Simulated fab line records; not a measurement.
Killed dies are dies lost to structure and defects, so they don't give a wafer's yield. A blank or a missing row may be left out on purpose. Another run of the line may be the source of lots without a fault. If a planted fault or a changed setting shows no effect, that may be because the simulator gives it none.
Matching of chambers	flow sky130	4 sister chambers for SKY_VIA2_CMP_24 on cmp-01
The step polishes, stops on SiO2, t overpolish 20 s, target thk 0 nm. 22 wafers are shown with their chamber, then 11 later ones without.

WAFERS WITH THEIR CHAMBER
wafer	chamber	motor current A (A)	time to endpoint s (s)	platen rpm (rpm)
L075.2	0	9.7	99	60.02
L075.3	2	12.1	108	60.01
L075.4	1	12.2	92	60.05
L076.4	2	11.3	101	59.99
L076.5	2	11.0	105	60.02
L076.6	3	10.0	102	59.90
L077.3	1	12.2	94	59.95
L077.4	3	9.8	102	60.00
L077.5	3	10.5	103	59.97
L078.3	1	11.9	95	60.06
L078.5	1	11.6	92	59.96
L078.6	2	11.5	106	59.91
L079.1	2	10.7	110	59.98
L079.4	3	9.9	97	59.99
L079.6	2	11.4	101	60.01
L080.1	2	10.7	109	59.97
L080.3	3	9.8	105	59.99
L080.5	3	10.4	105	60.04
L082.1	2	11.8	109	59.95
L082.2	0	10.1	97	60.00
L082.3	1	12.1	97	60.03
L086.3	0	10.1	100	60.09

SIGNATURES (averages over the wafers above)
reading	chamber 0	chamber 1	chamber 2	chamber 3	scatter within a chamber
motor current A	9.967	12.000	11.312	10.067	0.379
time to endpoint s	98.67	94.00	106.12	102.33	2.93
platen rpm	60.0367	60.0100	59.9800	59.9817	0.0442
Rule: a wafer lies at a distance from a chamber equal to the root of the sum of squares, over the readings, of (its reading less the chamber's mean, divided by the reading's scatter). If the next closest chamber is less than 2 further off than the closest, the wafer can't be placed; otherwise it belongs to the closest. The scatter: take each reading less its chamber's mean, square it, sum over the shown wafers, divide by the number of wafers less the number of chambers, and take the root.

WAFERS MISSING THEIR CHAMBER
wafer	motor current A (A)	time to endpoint s (s)	platen rpm (rpm)
L086.4	10.3	98	60.01
L086.6	11.7	104	59.97
L089.2	11.6	102	59.92
L089.5	12.2	92	60.00
L089.6	9.9	94	60.04
L093.2	12.5	96	59.95
L093.3	10.6	96	60.01
L093.5	10.7	104	60.10
L094.3	11.3	113	60.01
L094.5	11.6	97	59.97
L094.6	11.0	110	59.97

EACH ONE'S CHAMBER
wafer	from the rows above	in truth
L086.4	can't be placed: 0 or 3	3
L086.6	2	2
L089.2	can't be placed: 2 or 1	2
L089.5	1	1
L089.6	can't be placed: 0 or 3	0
L093.2	1	1
L093.3	can't be placed: 0 or 3 or 1 or 2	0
L093.5	can't be placed: 0 or 3 or 2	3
L094.3	2	2
L094.5	can't be placed: 1 or 2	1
L094.6	2	2
Correct placement for 5 of the 11. Cannot be placed on the basis of these rows: 6; the candidates contain the true chamber in 6. Wrongly placed: 0.
